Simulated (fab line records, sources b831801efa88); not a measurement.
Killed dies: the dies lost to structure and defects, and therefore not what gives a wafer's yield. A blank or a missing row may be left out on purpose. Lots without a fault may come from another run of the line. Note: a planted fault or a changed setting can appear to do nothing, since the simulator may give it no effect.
fab line records | flow sky130 | part 1 of 2: steps 1 to 43 of 44
[record] lots = 5 wafers = 15 last-day = 50
route steps=708 shown SONOS_TUNNEL@160 SONOS_ONO@168 GATE_OXIDE@187 PAD_OPEN@708
lots untouched by any fault: they come from a run of this same line in which no faults occurred
start-h: hours from the record's first day to the start of the lot's first wafer shown | wait-h: time in hours since the lot's previous step | " identical to the entry in the row above | L1.1+2: a single row standing in for several wafers | - no value, or no start given | * or withheld: withheld | < > ~ a bound
route shown NAME@n: a module of which the file shows steps, and the number in the route of the first | usual: mean and standard deviation over wafers with no fault | same: alike in all rows | chamber/n: place in a boat | sites: the reading at each site | _std_site: the standard deviation of these | _edge_site: the outer-site mean with the inner-site mean subtracted | radius-mm: for every site, how far away it sits from the centre of the wafer | mask NAME#n: copy n | behind: tool/chamber where the wafer was last shaped | hold: reason for holding the lot/hours on hold/outcome of the hold | device: whichever transistor did not switch (one of n, p or np) | end of line: the route-end tests of the same wafers | a step with no rows: only its recipe | killed: count of dies lost to structure and defects at first sort (not the wafer's yield) | map: dies across one wafer; x = killed, . = not, _ = none there
set.NAME: the run value of the setting; set.NAME@STEP: its run value at that earlier step | model.NAME: the simulator's own value behind a step, which no gauge read
lots at some steps of the route; a table a step, a row a wafer
services: the hour from which a tool's chamber was out of use, counted from the record's first day as start-h (under 0 if before that day), plus the number of hours and why
[[steps]]
[step SKY_SONOS_TUNNEL_DEVELOP_06]
[recipe] resist = NOVOLAK developer = TMAH develop-time-s = 60 dev-temp-c = 23
[step SKY_SONOS_TUNNEL_CD_MEAS_07]
[recipe] target-cd-nm = 410
[usual] cd-nm = 410.1/2.3
// columns lot.wafer tool chamber start-h wait-h cd-nm
L753.1 cd-sem-02 - 308.83 0.1 410.9
L753.3 " - " " 409.6
L753.4 " - " " 409.8
L754.2 cd-sem-02 - 309.15 0.1 410.1
L754.3 " - " " 408.7
L754.5 " - " " 409.9
L759.2 cd-sem-01 - 343.41 0.1 411.5
L759.3 " - " " 411.6
L759.6 " - " " 409.7
L769.1 cd-sem-01 - 426.43 0.1 412.2
L769.2 " - " " 409.3
L769.6 " - " " 410.6
L770.2 cd-sem-02 - 435.86 0.1 407.8
L770.4 " - " " 406.4
L770.6 " - " " 405.6
[step SKY_SONOS_TUNNEL_OVL_MEAS_08]
[usual] SONOS_TUNNEL_OVL = 0.1/1.3
// columns lot.wafer tool chamber start-h wait-h SONOS_TUNNEL_OVL[nm]
L753.1 overlay-01 - 308.95 0.1 -0.3
L753.3 " - " " 0.4
L753.4 " - " " 2.0
L754.2 overlay-02 - 309.26 0.1 -1.4
L754.3 " - " " 1.2
L754.5 " - " " 0.7
L759.2 overlay-01 - 343.51 0.1 3.2
L759.3 " - " " 0.4
L759.6 " - " " 2.7
L769.1 overlay-02 - 426.55 0.1 0.0
L769.2 " - " " 0.6
L769.6 " - " " -1.7
L770.2 overlay-01 - 435.96 0.1 -1.3
L770.4 " - " " -1.2
L770.6 " - " " 0.0
[step SKY_SONOS_TUNNEL_IMPLANT_09]
[recipe] species = B energy-kev = 20 dose-cm2 = 1e+12 tilt-deg = withheld
[step SKY_SONOS_TUNNEL_WET_ETCH_10]
[recipe] chemistry = dHF target-depth-nm = 14 target = SiO2 dilution = 100:1 temp-c = 25 time-s = 280
[step SKY_SONOS_TUNNEL_STRIP_11]
[recipe] chemistry = SPM time-s = 600 temp-c = 130
[step SKY_SONOS_TUNNEL_TW_MEAS_12]
[usual] SONOS_TUNNEL_TW = 197.3/1.5
// columns lot.wafer tool chamber start-h wait-h SONOS_TUNNEL_TW
L753.1 film-metro-02 - 309.41 0.0 194.9
L753.3 " - " " 195.7
L753.4 " - " " 195.6
L754.2 film-metro-04 - 309.71 0.0 197.4
L754.3 " - " " 199.6
L754.5 " - " " 199.6
L759.2 film-metro-02 - 343.99 0.0 196.6
L759.3 " - " " 196.2
L759.6 " - " " 195.8
L769.1 film-metro-02 - 427.00 0.0 196.4
L769.2 " - " " 196.8
L769.6 " - " " 196.5
L770.2 film-metro-02 - 436.41 0.0 196.7
L770.4 " - " " 197.0
L770.6 " - " " 196.9
[step SKY_SONOS_TUNNEL_CLEAN_13]
[recipe] chemistry = dHF time-s = 20 dilution = 100:1 dry = ipa-marangoni
[step SKY_SONOS_ONO_OXIDATION_00]
[recipe] temp-c = 800 ambient = O2 idle-temp-c = 700 ramp-up-c-per-min = 10 ramp-down-c-per-min = 3 stabilise-s = 600 purge-s = 300 target-thk-a = 26 ox-time-s = 1249
[step SKY_SONOS_ONO_THK_MEAS_01]
[recipe] reads = SiO2_of_SONOS_ONO_OXIDATION_00
[usual] SONOS_ONO_OXIDATION_THK = 2.59/0.065
// columns lot.wafer tool chamber start-h wait-h SONOS_ONO_OXIDATION_THK[nm]
L753.1 film-metro-01 - 310.83 0.0 2.55
L753.3 " - " " 2.54
L753.4 " - " " 2.54
L754.2 film-metro-01 - 312.18 0.0 2.60
L754.3 " - " " 2.57
L754.5 " - " " 2.65
L759.2 film-metro-01 - 345.51 0.0 2.64
L759.3 " - " " 2.69
L759.6 " - " " 2.67
L769.1 film-metro-03 - 428.53 0.0 2.71
L769.2 " - " " 2.64
L769.6 " - " " 2.66
L770.2 film-metro-01 - 437.83 0.0 2.65
L770.4 " - " " 2.59
L770.6 " - " " 2.60
[step SKY_SONOS_ONO_CVD_02]
[recipe] material = Si3N4 precursor = DCS/NH3 target-thk-nm = 10.5 temp-c = 770 time-s = 180 pressure-mtorr = 250
[step SKY_SONOS_ONO_THK_MEAS_03]
[recipe] reads = Si3N4_of_SONOS_ONO_CVD_02
[usual] SONOS_ONO_CVD_02_THK = 10.47/0.14
// columns lot.wafer tool chamber start-h wait-h SONOS_ONO_CVD_02_THK[nm]
L753.1 film-metro-03 - 311.94 0.0 10.54
L753.3 " - " " 10.47
L753.4 " - " " 10.60
L754.2 film-metro-04 - 314.20 0.0 10.43
L754.3 " - " " 10.29
L754.5 " - " " 10.40
L759.2 film-metro-03 - 346.62 0.0 10.50
L759.3 " - " " 10.32
L759.6 " - " " 10.30
L769.1 film-metro-03 - 431.10 0.0 10.54
L769.2 " - " " 10.61
L769.6 " - " " 10.58
L770.2 film-metro-01 - 438.94 0.0 10.54
L770.4 " - " " 10.39
L770.6 " - " " 10.48
[step SKY_SONOS_ONO_CVD_04]
[recipe] material = SiO2 precursor = SiH4/N2O target-thk-nm = 5.7199 temp-c = 900 pressure-mtorr = 400
[usual] spike-tc-bottom-C = 917.9/1.8 spike-tc-centre-C = 900.4/1.3 spike-tc-lower-C = 900.2/0.96 spike-tc-top-C = 911.6/2.2 spike-tc-upper-C = 900.8/1.5 susceptor-temp-C = 900.0/0.4 zone-power-centre-pct = 17.88/0.28 zone-power-lower-pct = 16.77/0.23
[same] time-s = 900
// columns lot.wafer tool chamber start-h wait-h spike-tc-bottom-C spike-tc-centre-C spike-tc-lower-C spike-tc-top-C spike-tc-upper-C susceptor-temp-C zone-power-centre-pct zone-power-lower-pct model.SiO2_of_SONOS_ONO_CVD_04.thk-nm
L753.1 lpcvd-03 1 312.00 0.1 919.9 899.3 900.4 909.0 901.2 900.0 18.34 16.67 5.775
L753.3 " 1 " " 919.4 900.7 900.2 909.5 903.8 900.9 18.29 16.82 5.792
L753.4 " 1 " " 921.6 900.2 901.8 907.9 901.4 900.3 18.11 17.02 5.865
L754.2 lpcvd-03 1 314.25 0.0 918.9 902.7 902.1 908.4 903.1 900.5 18.29 16.84 5.652
L754.3 " 1 " " 919.9 901.2 899.8 907.8 902.9 899.7 17.98 16.90 5.668
L754.5 " 1 " " 919.5 900.2 900.3 910.2 902.9 899.4 18.28 16.86 5.787
L759.2 lpcvd-03 1 347.78 1.2 939.2 918.1 919.2 928.3 920.2 919.2 19.11 17.58 7.668
L759.3 " 1 " " 937.9 919.1 918.0 927.2 919.5 918.7 18.97 17.45 7.771
L759.6 " 1 " " 938.3 919.0 917.8 928.8 920.7 918.7 19.12 17.79 7.638
L769.1 lpcvd-03 0 431.16 0.1 917.3 900.6 901.0 914.8 900.7 900.2 17.47 16.77 5.558
L769.2 " 0 " " 915.8 901.9 899.6 914.2 900.9 899.7 17.60 16.76 5.584
L769.6 " 0 " " 915.5 899.9 900.1 913.8 901.4 900.1 17.59 16.84 5.607
L770.2 lpcvd-03 0 438.99 0.0 916.8 900.0 899.4 912.1 900.0 899.7 17.43 16.94 5.52
L770.4 " 0 " " 917.5 900.1 900.6 913.6 900.0 899.5 17.93 16.53 5.551
L770.6 " 0 " " 914.6 900.2 900.9 911.9 899.9 900.1 17.68 16.80 5.475
[step SKY_SONOS_ONO_THK_MEAS_05]
[recipe] reads = SiO2_of_SONOS_ONO_CVD_04
[usual] SONOS_ONO_CVD_04_THK = 5.71/0.12
// columns lot.wafer tool chamber start-h wait-h SONOS_ONO_CVD_04_THK[nm]
L753.1 film-metro-01 - 313.25 0.0 5.79
L753.3 " - " " 5.76
L753.4 " - " " 5.81
L754.2 film-metro-01 - 315.51 0.0 5.62
L754.3 " - " " 5.66
L754.5 " - " " 5.78
L759.2 film-metro-01 - 349.66 0.0 7.70
L759.3 " - " " 7.73
L759.6 " - " " 7.64
L769.1 film-metro-04 - 432.41 0.0 5.52
L769.2 " - " " 5.65
L769.6 " - " " 5.61
L770.2 film-metro-01 - 440.25 0.0 5.51
L770.4 " - " " 5.49
L770.6 " - " " 5.48
[step SKY_SONOS_ONO_DEHYDRATE_06]
[recipe] temp-c = 200 time-s = 60
[step SKY_SONOS_ONO_HMDS_07]
[recipe] prime-time-s = 60 prime-temp-c = 120
[step SKY_SONOS_ONO_COAT_08]
[recipe] resist = NOVOLAK spin-rpm = 3000 resist-thk-nm = 1140
[step SKY_SONOS_ONO_SOFTBAKE_09]
[recipe] temp-c = 90 time-s = 60 resist = NOVOLAK
[step SKY_SONOS_ONO_EXPOSE_10]
[recipe] mask-id = ONOM target-cd-nm = 410 na = 0.6 source-shape = conventional sigma-outer = 0.6 dose-mj = 150
[step SKY_SONOS_ONO_PEB_11]
[recipe] temp-c = withheld time-s = * resist = NOVOLAK
[step SKY_SONOS_ONO_DEVELOP_12]
[recipe] develop-time-s = 60 dev-temp-c = 23
[step SKY_SONOS_ONO_CD_MEAS_13]
[recipe] target-cd-nm = 410
[usual] cd-nm = 410.4/2.2
// columns lot.wafer tool chamber start-h wait-h cd-nm
L753.1 cd-sem-02 - 339.50 0.1 409.8
L753.3 " - " " 409.2
L753.4 " - " " 408.3
L754.2 cd-sem-02 - 342.13 0.1 411.3
L754.3 " - " " 411.4
L754.5 " - " " 410.8
L759.2 cd-sem-02 - 377.60 0.1 410.6
L759.3 " - " " 411.1
L759.6 " - " " 409.8
L769.1 cd-sem-02 - 463.70 0.1 409.0
L769.2 " - " " 408.8
L769.6 " - " " 409.1
L770.2 cd-sem-01 - 471.22 0.1 414.0
L770.4 " - " " 412.1
L770.6 " - " " 412.4
[step SKY_SONOS_ONO_OVL_MEAS_14]
[usual] SONOS_ONO_OVL = 0.3/1.5
// columns lot.wafer tool chamber start-h wait-h SONOS_ONO_OVL[nm]
L753.1 overlay-01 - 339.62 0.1 0.0
L753.3 " - " " -0.2
L753.4 " - " " -0.3
L754.2 overlay-02 - 342.24 0.1 1.4
L754.3 " - " " 1.0
L754.5 " - " " -1.5
L759.2 overlay-01 - 377.71 0.1 1.2
L759.3 " - " " 0.4
L759.6 " - " " -0.1
L769.1 overlay-02 - 463.82 0.1 -0.7
L769.2 " - " " -0.8
L769.6 " - " " -0.8
L770.2 overlay-01 - 471.33 0.1 1.1
L770.4 " - " " 2.7
L770.6 " - " " 0.0
[step SKY_SONOS_ONO_ETCH_15]
[recipe] target-depth-nm = 19.52 chemistry = CHF3/O2 source-w = 600 bias-w = 200 pressure-mtorr = 40 chf3-flow-sccm = 50 O2_flow_sccm = 5 time-s = 7.8
[usual] chamber-pressure-mTorr = 40.00/0.038 drypump-motor-current-A = 5.6/0.46 oes-product-au = 1.004/0.014 throttle-valve-pct = 8.825/0.0093
[same] time-s = 7.8
// columns lot.wafer tool chamber start-h wait-h chamber-pressure-mTorr drypump-motor-current-A oes-product-au rf-hours-counter-h throttle-valve-pct
L753.1 rie-diel-03 0 339.66 0.0 40.00 5.3 0.995 4 8.828
L753.3 " 2 " " 39.98 5.4 1.026 9 8.833
L753.4 " 1 " " 39.99 5.0 0.992 1 8.825
L754.2 rie-diel-03 3 342.27 0.0 40.01 5.9 0.985 2 8.820
L754.3 " 2 " " 40.01 5.5 1.027 9 8.842
L754.5 " 1 " " 40.03 5.0 1.002 - 8.823
L759.2 rie-diel-03 3 377.74 0.0 39.94 5.9 1.002 2 8.825
L759.3 " 0 " " 40.05 5.3 0.996 4 8.831
L759.6 " 3 " " 39.99 6.0 0.999 - 8.824
L769.1 rie-diel-02 1 463.86 0.0 39.97 5.2 0.990 0 8.847
L769.2 " 2 " " 39.99 5.5 1.006 9 8.808
L769.6 " 1 " " 40.06 5.3 0.993 - 8.815
L770.2 rie-diel-03 2 471.36 0.0 40.01 5.4 1.015 12 8.836
L770.4 " 3 " " 40.06 5.9 0.987 - 8.822
L770.6 " 3 " " 40.05 5.9 1.007 - 8.823
[step SKY_SONOS_ONO_WET_ETCH_16]
[recipe] chemistry = dHF target-depth-nm = 14 dry = n2-spin target = SiO2 dilution = 100:1 temp-c = 25 time-s = 280
[step SKY_SONOS_ONO_STRIP_17]
[recipe] chemistry = O2/N2 power-w = 1400 pressure-mtorr = 1500 platen-temp-c = withheld o2-flow-sccm = 3000 n2-flow-sccm = 300 overash-fraction = 0.5
[usual] chamber-pressure-mTorr = 1500.1/1.4 drypump-motor-current-A = 5.8/0.5 n2-flow-sccm = 300.2/1 oes-product-au = 0.710/0.0049 strip-time-to-endpoint-s = 14.10/0.044
// columns lot.wafer tool chamber start-h wait-h chamber-pressure-mTorr drypump-motor-current-A n2-flow-sccm oes-product-au rf-hours-counter-h strip-time-to-endpoint-s
L753.1 plasma-asher-03 1 339.77 0.0 1500.2 6.4 300.3 0.707 22 14.09
L753.3 " 0 " " 1500.0 4.9 300.8 0.704 - 14.05
L753.4 " 1 " " 1499.7 6.3 299.5 0.707 - 14.05
L754.2 plasma-asher-04 1 342.39 0.0 1501.2 6.0 299.4 0.711 51 14.16
L754.3 " 0 " " 1500.5 5.7 300.0 0.709 - 14.19
L754.5 " 1 " " 1501.3 6.0 300.4 0.710 - 14.13
L759.2 plasma-asher-04 1 377.84 0.0 1498.4 6.0 299.6 0.718 55 14.10
L759.3 " 1 " " 1500.1 6.0 298.8 0.708 - 14.16
L759.6 " 1 " " 1499.2 6.0 299.0 0.723 - 14.12
L769.1 plasma-asher-04 1 463.97 0.0 1502.2 6.0 299.9 0.709 64 14.10
L769.2 " 0 " " 1499.7 5.8 300.4 0.715 64 14.12
L769.6 " 0 " " 1500.0 5.7 299.9 0.693 - 14.12
L770.2 plasma-asher-03 0 471.48 0.0 1500.1 4.9 301.4 0.707 35 14.15
L770.4 " 0 " " 1498.3 4.9 301.6 0.702 - 14.18
L770.6 " 0 " " 1498.0 4.9 300.3 0.711 - 14.12
[step SKY_SONOS_ONO_WET_ETCH_18]
[recipe] chemistry = H3PO4 target-depth-nm = 15 target = Si3N4 temp-c = 160 time-s = 172
[step SKY_GATE_OXIDE_CLEAN_00]
[recipe] chemistry = SC1/SC2 mix = 1:4:20 temp-c = 70 time-s = 150 dry = n2-spin
[step SKY_GATE_OXIDE_OXIDATION_01]
[recipe] temp-c = 900 ambient = O2 stabilise-s = 600 purge-s = 300 target-thk-a = 102.68 ox-time-s = 1473
[step SKY_GATE_OXIDE_THK_MEAS_02]
[recipe] reads = SiO2_of_GATE_OXIDE_OXIDATION_01
[usual] GATE_OXIDE_OXIDATION_00_THK = 10.23/0.28
// columns lot.wafer tool chamber start-h wait-h GATE_OXIDE_OXIDATION_00_THK[nm]
L753.1 film-metro-02 - 341.39 0.0 10.67
L753.3 " - " " 10.73
L753.4 " - " " 10.80
L754.2 film-metro-02 - 344.16 0.0 10.50
L754.3 " - " " 10.59
L754.5 " - " " 10.52
L759.2 film-metro-02 - 379.56 0.0 10.39
L759.3 " - " " 10.33
L759.6 " - " " 10.47
L769.1 film-metro-02 - 467.09 0.0 9.83
L769.2 " - " " 9.92
L769.6 " - " " 9.96
L770.2 film-metro-04 - 474.80 0.0 10.11
L770.4 " - " " 10.23
L770.6 " - " " 9.99
[step SKY_GATE_OXIDE_DEHYDRATE_03]
[recipe] temp-c = 200 time-s = 60
[step SKY_GATE_OXIDE_HMDS_04]
[recipe] prime-time-s = 60 prime-temp-c = 120
[step SKY_GATE_OXIDE_COAT_05]
[recipe] resist = NOVOLAK spin-rpm = 3000 resist-thk-nm = 1140
[step SKY_GATE_OXIDE_SOFTBAKE_06]
[recipe] temp-c = 90 time-s = 60 resist = NOVOLAK
[step SKY_GATE_OXIDE_EXPOSE_07]
[recipe] mask-id = LVOM na = 0.6 source-shape = conventional sigma-outer = 0.6 polarization = unpolarized target-cd-nm = 600 dose-mj = 170
[step SKY_GATE_OXIDE_PEB_08]
[recipe] temp-c = withheld time-s = * resist = NOVOLAK
[step SKY_GATE_OXIDE_DEVELOP_09]
[recipe] resist = NOVOLAK developer = TMAH develop-time-s = 60 dev-temp-c = 23
[step SKY_GATE_OXIDE_OVL_MEAS_10]
[usual] GATE_OXIDE_OVL = 1.0/1.3
// columns lot.wafer tool chamber start-h wait-h GATE_OXIDE_OVL[nm]
L753.1 overlay-02 - 368.96 0.1 2.7
L753.3 " - " " 2.3
L753.4 " - " " 3.4
L754.2 overlay-02 - 372.49 0.1 0.9
L754.3 " - " " 1.7
L754.5 " - " " 1.9
L759.2 overlay-01 - 409.01 0.1 2.1
L759.3 " - " " 0.4
L759.6 " - " " 1.8
L769.1 overlay-02 - 498.41 0.1 2.6
L769.2 " - " " 1.0
L769.6 " - " " 0.8
L770.2 overlay-02 - 505.69 0.1 -1.2
L770.4 " - " " -2.4
L770.6 " - " " 0.4
[step SKY_GATE_OXIDE_IMPLANT_11]
[recipe] species = B energy-kev = 10 dose-cm2 = 2.6e+12 tilt-deg = withheld
[step SKY_GATE_OXIDE_WET_ETCH_12]
[recipe] chemistry = dHF target-depth-nm = 16.8 dry = n2-spin target = SiO2 dilution = 100:1 temp-c = 25 time-s = 336
[step SKY_GATE_OXIDE_STRIP_13]
[recipe] chemistry = O2/N2 power-w = 1400 pressure-mtorr = 1500 platen-temp-c = withheld o2-flow-sccm = 3000 n2-flow-sccm = 300 overash-fraction = 0.5
[usual] chamber-pressure-mTorr = 1499.9/1.4 drypump-motor-current-A = 5.8/0.36 n2-flow-sccm = 300.1/0.88 oes-product-au = 0.716/0.0049 strip-time-to-endpoint-s = 14.18/0.035
// columns lot.wafer tool chamber start-h wait-h chamber-pressure-mTorr drypump-motor-current-A n2-flow-sccm oes-product-au rf-hours-counter-h strip-time-to-endpoint-s
L753.1 plasma-asher-04 1 369.25 0.0 1501.0 6.0 300.6 0.725 54 14.18
L753.3 " 0 " " 1501.0 5.7 300.0 0.714 - 14.16
L753.4 " 1 " " 1501.3 6.0 301.0 0.722 - 14.15
L754.2 plasma-asher-04 1 372.77 0.0 1499.3 6.0 300.4 0.716 54 14.13
L754.3 " 0 " " 1500.6 5.8 299.4 0.731 - 14.15
L754.5 " 0 " " 1497.9 5.8 298.9 0.716 - 14.15
L759.2 plasma-asher-04 0 409.30 0.0 1501.7 5.7 300.5 0.713 58 14.23
L759.3 " 0 " " 1500.4 5.7 300.3 0.716 - 14.24
L759.6 " 1 " " 1498.7 6.0 301.8 0.717 - 14.23
L769.1 plasma-asher-01 0 498.70 0.0 1499.8 6.4 300.0 0.714 80 14.16
L769.2 " 1 " " 1500.1 5.6 299.9 0.727 80 14.20
L769.6 " 0 " " 1500.5 6.3 300.8 0.712 - 14.19
L770.2 plasma-asher-04 1 505.97 0.0 1499.7 6.0 299.2 0.716 68 14.16
L770.4 " 0 " " 1500.5 5.8 301.4 0.716 - 14.22
L770.6 " 1 " " 1497.8 6.0 299.4 0.715 - 14.18
[step SKY_GATE_OXIDE_TW_MEAS_14]
[usual] GATE_OXIDE_TW = 225.1/1.7
// columns lot.wafer tool chamber start-h wait-h GATE_OXIDE_TW
L753.1 film-metro-02 - 369.35 0.1 221.5
L753.3 " - " " 222.0
L753.4 " - " " 222.2
L754.2 film-metro-04 - 372.88 0.1 224.2
L754.3 " - " " 225.1
L754.5 " - " " 224.5
L759.2 film-metro-04 - 409.41 0.1 227.4
L759.3 " - " " 227.4
L759.6 " - " " 227.0
L769.1 film-metro-04 - 498.80 0.1 223.4
L769.2 " - " " 223.4
L769.6 " - " " 223.1
L770.2 film-metro-04 - 506.08 0.1 225.6
L770.4 " - " " 228.2
L770.6 " - " " 227.0
[step SKY_GATE_OXIDE_CLEAN_15]
[recipe] chemistry = SC1/SC2 mix = 1:4:20 temp-c = 70 time-s = 150 dry = n2-spin
[same] time-s = 150
// columns lot.wafer tool chamber start-h wait-h model.SiO2_of_SONOS_ONO_CVD_04.thk-nm
L753.1 wet-bench-01 2 369.41 0.1 4.258
L753.3 " 2 " " 4.269
L753.4 " 2 " " 4.35
L754.2 wet-bench-01 0 372.93 0.0 4.139
L754.3 " 0 " " 4.153
L754.5 " 0 " " 4.273
L759.2 wet-bench-03 2 409.46 0.0 6.151
L759.3 " 2 " " 6.256
L759.6 " 2 " " 6.119
L769.1 wet-bench-01 2 498.86 0.1 4.044
L769.2 " 2 " " 4.065
L769.6 " 2 " " 4.096
L770.2 wet-bench-01 3 506.13 0.0 4.002
L770.4 " 3 " " 4.037
L770.6 " 3 " " 3.963
[[key]]
[first-sign] step = SKY_SONOS_ONO_CVD_04 reading = susceptor-temp-C direction = up sigmas = 48 usual = * struck = *
[effect] step = SKY_SONOS_ONO_CVD_04 reading = spike-tc-lower-C direction = up sigmas = 19 usual = 900.2 struck = 918.3
[effect] step = SKY_SONOS_ONO_THK_MEAS_05 reading = SONOS_ONO_CVD_04_THK direction = up sigmas = 17 usual = 5.71 struck = 7.69
[model-effect] step = SKY_SONOS_ONO_CVD_04 value = SiO2_of_SONOS_ONO_CVD_04.thk-nm without = 5.741 struck = 7.692
[model-effect] step = SKY_GATE_OXIDE_CLEAN_15 value = SiO2_of_SONOS_ONO_CVD_04.thk-nm without = 4.224 struck = 6.176
[model-effect] step = SKY_PAD_OPEN_PROBE_99 value = etest.sonos-erased.drive-ua-um without = 188 struck = 66.82
met-at SKY_SONOS_ONO_CVD_04
struck-wafers L759.2,L759.3,L759.6
tester-left-out L759
onset-between 314.25 347.78
[fault] kind = process-parameter-drift tool = lpcvd-03 chamber = 1 onset-h = 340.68 steps = SKY_SONOS_ONO_CVD_04 channel = temp-c offset = * shape = step end-h = 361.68 stated = *
// tester-left-out: of these lots the tester's yield and bins aren't shown, on N5 and GAA mostly nor the transistor test; their killed dies are dies lost to structure and defects alone, not to doping, threshold or leakage, so they don't give the yield
